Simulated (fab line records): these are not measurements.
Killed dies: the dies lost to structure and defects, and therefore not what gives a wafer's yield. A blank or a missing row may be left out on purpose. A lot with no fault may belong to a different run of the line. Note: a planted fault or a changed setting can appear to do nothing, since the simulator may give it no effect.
fab line records    flow sky130
record: lots: 13  wafers: 39  lastDay: 50
route steps=708 shown NWELL@79 SONOS_TUNNEL@160 CONTACT@429 METAL1@438
lots untouched by any fault: they come from a run of this same line in which no faults occurred
startH: hours from the record's first day to the start of the lot's first wafer shown    waitH: time in hours since the lot's previous step    " same as the row above    L1.1+2: several wafers, shown together as one row    - no value present, or no start provided    * or withheld: withheld    < > ~ a bound
route shown NAME@n: NAME is a module with steps in the file, n the number in the route of the first one    usual: mean and standard deviation over wafers with no fault    same: alike in all rows    chamber/n: place in a boat    sites: each site's reading    _std_site: how widely they spread, as a standard deviation    _edge_site: the outer-site mean with the inner-site mean subtracted    radiusMm: for every site, how far away it sits from the centre of the wafer    mask NAME#n: copy n    behind: tool/chamber where the wafer was last shaped    hold: cause of the lot's hold/its duration in hours/its outcome    device: the transistor (n, p or np) that didn't switch    end of line: the same wafers' tests at the end of the route    a step with no rows: only its recipe    killed: dies lost to structure and defects at the first sort, not the wafer's yield    map: per-die view of a wafer (x killed, . not killed, _ where there is no die)
set.NAME: the run value of the setting; set.NAME@STEP: its run value at that earlier step    model.NAME: the simulator's own value behind a step, which no gauge read
the route's steps for a sample of lots (tables are steps, rows are wafers)
services: a tool's chamber out of use, with start hour (startH, from the record's first day; less than 0 if before it), hours out, and reason
== steps ==
step: SKY_NWELL_TW_MEAS_26
usual: NWELL_2_TW: 498/11
lot.wafer  tool          chamber  startH  waitH  NWELL_2_TW
L876.1     filmMetro-02  -        100.38  0.1    515
L876.3     "             -        "       "      512
L876.5     "             -        "       "      510
L880.2     filmMetro-04  -        128.29  0.1    488
L880.3     "             -        "       "      484
L880.4     "             -        "       "      487
L881.2     filmMetro-04  -        141.71  0.1    486
L881.4     "             -        "       "      486
L881.5     "             -        "       "      485
L882.2     filmMetro-04  -        148.21  0.1    488
L882.3     "             -        "       "      486
L882.4     "             -        "       "      488
L885.2     filmMetro-02  -        166.01  0.1    510
L885.3     "             -        "       "      510
L885.5     "             -        "       "      510
L887.1     filmMetro-02  -        177.66  0.1    512
L887.4     "             -        "       "      507
L887.6     "             -        "       "      511
L886.3     filmMetro-02  -        178.37  0.1    510
L886.5     "             -        "       "      512
L886.6     "             -        "       "      510
L891.2     filmMetro-03  -        201.87  0.1    497
L891.5     "             -        "       "      496
L891.6     "             -        "       "      496
L893.1     filmMetro-03  -        207.85  0.1    493
L893.3     "             -        "       "      493
L893.4     "             -        "       "      496
L895.3     filmMetro-02  -        220.48  0.1    510
L895.4     "             -        "       "      514
L895.5     "             -        "       "      513
L897.1     filmMetro-04  -        227.03  0.1    483
L897.2     "             -        "       "      484
L897.4     "             -        "       "      484
L898.1     filmMetro-03  -        236.08  0.1    496
L898.2     "             -        "       "      494
L898.3     "             -        "       "      493
L899.1     filmMetro-03  -        242.15  0.1    494
L899.2     "             -        "       "      496
L899.5     "             -        "       "      493
step: SKY_SONOS_TUNNEL_DEVELOP_06
recipe: resist: NOVOLAK  developer: TMAH  developTimeS: 60  devTempC: 23
usual: developerTempC: 23.00/0.1
lot.wafer  tool           chamber  startH  waitH  developerTempC
L876.1     lithoTrack-03  0        239.81  0.1    23.18
L876.3     "              0        "       "      22.99
L876.5     "              0        "       "      22.95
L880.2     lithoTrack-01  0        277.55  0.1    22.78
L880.3     "              0        "       "      22.92
L880.4     "              0        "       "      22.82
L881.2     lithoTrack-01  0        297.80  0.1    22.93
L881.4     "              0        "       "      23.17
L881.5     "              0        "       "      22.96
L882.2     lithoTrack-01  0        306.05  0.1    23.01
L882.3     "              0        "       "      23.12
L882.4     "              0        "       "      23.00
L885.2     lithoTrack-04  0        327.72  0.1    22.92
L885.3     "              0        "       "      22.98
L885.5     "              0        "       "      23.03
L887.1     lithoTrack-03  0        344.36  0.1    22.88
L887.4     "              0        "       "      22.87
L887.6     "              0        "       "      22.94
L886.3     lithoTrack-03  0        346.61  0.1    22.96
L886.5     "              0        "       "      23.08
L886.6     "              0        "       "      22.90
L891.2     lithoTrack-01  0        378.45  0.1    23.03
L891.5     "              0        "       "      22.91
L891.6     "              0        "       "      23.04
L893.1     lithoTrack-01  0        383.18  0.1    22.75
L893.3     "              0        "       "      22.97
L893.4     "              0        "       "      22.98
L895.3     lithoTrack-01  0        401.77  0.1    22.96
L895.4     "              0        "       "      22.99
L895.5     "              0        "       "      22.93
L897.1     lithoTrack-04  0        412.50  0.1    23.20
L897.2     "              0        "       "      22.95
L897.4     "              0        "       "      22.88
L898.1     lithoTrack-04  0        422.45  0.1    22.96
L898.2     "              0        "       "      23.17
L898.3     "              0        "       "      23.00
L899.1     lithoTrack-03  0        432.26  0.1    22.93
L899.2     "              0        "       "      22.99
L899.5     "              0        "       "      22.95
step: SKY_SONOS_TUNNEL_CD_MEAS_07
recipe: targetCdNm: 410
usual: cdNm: 411.3/2.2
lot.wafer  tool      chamber  startH  waitH  cdNm
L876.1     cdSem-02  -        239.97  0.1    409.7
L876.3     "         -        "       "      410.0
L876.5     "         -        "       "      409.7
L880.2     cdSem-01  -        277.75  0.2    412.1
L880.3     "         -        "       "      413.0
L880.4     "         -        "       "      412.1
L881.2     cdSem-02  -        297.95  0.1    408.8
L881.4     "         -        "       "      407.8
L881.5     "         -        "       "      407.4
L882.2     cdSem-01  -        306.20  0.1    408.2
L882.3     "         -        "       "      407.8
L882.4     "         -        "       "      410.1
L885.2     cdSem-01  -        327.87  0.1    411.6
L885.3     "         -        "       "      412.0
L885.5     "         -        "       "      411.8
L887.1     cdSem-01  -        344.51  0.1    413.7
L887.4     "         -        "       "      412.0
L887.6     "         -        "       "      412.8
L886.3     cdSem-02  -        346.75  0.1    413.9
L886.5     "         -        "       "      413.5
L886.6     "         -        "       "      412.2
L891.2     cdSem-02  -        378.60  0.1    413.6
L891.5     "         -        "       "      414.8
L891.6     "         -        "       "      413.4
L893.1     cdSem-01  -        383.33  0.1    430.2
L893.3     "         -        "       "      428.0
L893.4     "         -        "       "      430.0
L895.3     cdSem-01  -        401.91  0.1    430.0
L895.4     "         -        "       "      428.8
L895.5     "         -        "       "      427.8
L897.1     cdSem-01  -        412.65  0.1    411.8
L897.2     "         -        "       "      411.5
L897.4     "         -        "       "      410.1
L898.1     cdSem-02  -        422.60  0.1    413.4
L898.2     "         -        "       "      414.2
L898.3     "         -        "       "      411.5
L899.1     cdSem-01  -        432.41  0.1    413.1
L899.2     "         -        "       "      410.9
L899.5     "         -        "       "      411.5
step: SKY_CONTACT_SPUTTER_23
recipe: material: TiN  targetThkNm: 20  chamberPressurePa: 5  powerW: 4000  timeS: 80
usual: throttleValvePct: 29.7/0.92
lot.wafer  tool           chamber  startH  waitH  throttleValvePct
L876.1     pvdSputter-04  -        725.78  0.0    29.3
L876.3     "              -        "       "      30.1
L876.5     "              -        "       "      27.8
L880.2     pvdSputter-02  -        761.48  0.0    30.2
L880.3     "              -        "       "      29.2
L880.4     "              -        "       "      30.5
L881.2     pvdSputter-02  -        781.33  0.0    30.8
L881.4     "              -        "       "      30.8
L881.5     "              -        "       "      30.5
L882.2     pvdSputter-02  -        787.93  0.0    29.7
L882.3     "              -        "       "      30.8
L882.4     "              -        "       "      30.6
L885.2     pvdSputter-02  -        810.65  0.0    29.2
L885.3     "              -        "       "      30.7
L885.5     "              -        "       "      30.6
L887.1     pvdSputter-04  -        831.19  0.0    30.0
L887.4     "              -        "       "      27.8
L887.6     "              -        "       "      30.2
L886.3     pvdSputter-04  -        835.43  0.0    29.7
L886.5     "              -        "       "      29.5
L886.6     "              -        "       "      30.1
L891.2     pvdSputter-02  -        860.63  0.0    30.7
L891.5     "              -        "       "      30.9
L891.6     "              -        "       "      30.2
L893.1     pvdSputter-01  -        863.14  0.0    30.6
L893.3     "              -        "       "      29.6
L893.4     "              -        "       "      28.6
L895.3     pvdSputter-01  -        879.09  0.0    30.6
L895.4     "              -        "       "      29.5
L895.5     "              -        "       "      28.5
L897.1     pvdSputter-02  -        892.98  0.0    30.3
L897.2     "              -        "       "      29.1
L897.4     "              -        "       "      30.8
L898.1     pvdSputter-01  -        896.39  0.0    28.6
L898.2     "              -        "       "      30.6
L898.3     "              -        "       "      30.7
L899.1     pvdSputter-04  -        907.49  0.0    27.8
L899.2     "              -        "       "      29.7
L899.5     "              -        "       "      30.2
step: SKY_METAL1_SPUTTER_04
recipe: material: TiN  targetThkNm: 70  powerW: 6500  timeS: 58.3  chamberPressurePa: 0.4
usual: throttleValvePct: 29.3/0.94
lot.wafer  tool           chamber  startH  waitH  throttleValvePct
L876.1     pvdSputter-03  -        726.53  0.0    28.2
L876.3     "              -        "       "      30.2
L876.5     "              -        "       "      28.2
L880.2     pvdSputter-01  -        762.22  0.0    30.3
L880.3     "              -        "       "      28.6
L880.4     "              -        "       "      30.9
L881.2     pvdSputter-04  -        782.08  0.0    30.1
L881.4     "              -        "       "      29.9
L881.5     "              -        "       "      30.2
L882.2     pvdSputter-01  -        788.67  0.0    29.7
L882.3     "              -        "       "      30.5
L882.4     "              -        "       "      30.9
L885.2     pvdSputter-03  -        811.78  0.0    28.2
L885.3     "              -        "       "      30.0
L885.5     "              -        "       "      28.3
L887.1     pvdSputter-03  -        831.93  0.0    28.3
L887.4     "              -        "       "      29.9
L887.6     "              -        "       "      28.4
L886.3     pvdSputter-03  -        836.17  0.0    28.4
L886.5     "              -        "       "      28.3
L886.6     "              -        "       "      28.3
L891.2     pvdSputter-04  -        861.37  0.0    29.7
L891.5     "              -        "       "      29.3
L891.6     "              -        "       "      29.6
L893.1     pvdSputter-04  -        863.88  0.0    30.2
L893.3     "              -        "       "      27.8
L893.4     "              -        "       "      29.8
L895.3     pvdSputter-04  -        879.83  0.0    27.7
L895.4     "              -        "       "      29.8
L895.5     "              -        "       "      30.2
L897.1     pvdSputter-04  -        893.72  0.0    28.1
L897.2     "              -        "       "      29.8
L897.4     "              -        "       "      29.5
L898.1     pvdSputter-04  -        897.13  0.0    30.2
L898.2     "              -        "       "      30.0
L898.3     "              -        "       "      29.8
L899.1     pvdSputter-03  -        908.23  0.0    28.1
L899.2     "              -        "       "      28.4
L899.5     "              -        "       "      28.2
== services ==
tool           chamber  startH  hours  kind
pvdSputter-04  -        223.49  3.5    repair
pvdSputter-01  -        232.04  2.2    repair
pvdSputter-04  -        237.54  0.7    repair
pvdSputter-04  -        280.07  2.1    repair
pvdSputter-02  -        290.85  2.0    repair
pvdSputter-01  -        293.19  3.9    repair
pvdSputter-02  -        300.07  24.1   repair
pvdSputter-03  -        313.22  0.5    repair
pvdSputter-01  -        421.79  3.5    repair
pvdSputter-02  -        473.21  26.1   repair
pvdSputter-03  -        476.13  2.1    repair
pvdSputter-03  -        481.46  5.3    repair
pvdSputter-03  -        502.93  6.9    repair
pvdSputter-04  -        522.71  0.9    repair
pvdSputter-02  -        560.31  3.2    repair
pvdSputter-04  -        561.43  1.4    repair
pvdSputter-04  -        562.78  5.2    repair
pvdSputter-04  -        605.31  2.0    repair
pvdSputter-04  -        624.25  29.6   repair
pvdSputter-04  -        646.91  3.3    repair
pvdSputter-04  -        693.36  4.0    repair
pvdSputter-04  -        719.60  3.5    repair
pvdSputter-02  -        792.09  9.7    repair
pvdSputter-04  -        886.45  0.7    repair
== key ==
firstSign: step: SKY_SONOS_TUNNEL_CD_MEAS_07  reading: cdNm  direction: up  sigmas: 8.2  usual: 411.3  struck: 429.1
effect none on later readings
metAt SKY_SONOS_TUNNEL_DEVELOP_06
struckLots L893,L895
testerLeftOut L893,L895
notActingAt SKY_NWELL_TW_MEAS_26,SKY_CONTACT_SPUTTER_23,SKY_METAL1_SPUTTER_04
onsetBetween 378.45 383.18
fault: kind: processParameterDrift  tool: lithoTrack-01  chamber: -  onsetH: 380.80  steps: SKY_SONOS_TUNNEL_DEVELOP_06  channel: developTimeS  offset: *  shape: step  endH: 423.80  actsIn: *  stated: *
testerLeftOut: of these lots the tester's yield and bins aren't shown, on N5 and GAA mostly nor the transistor test; their killed dies are dies lost to structure and defects alone, not to doping, threshold or leakage, so they don't give the yield
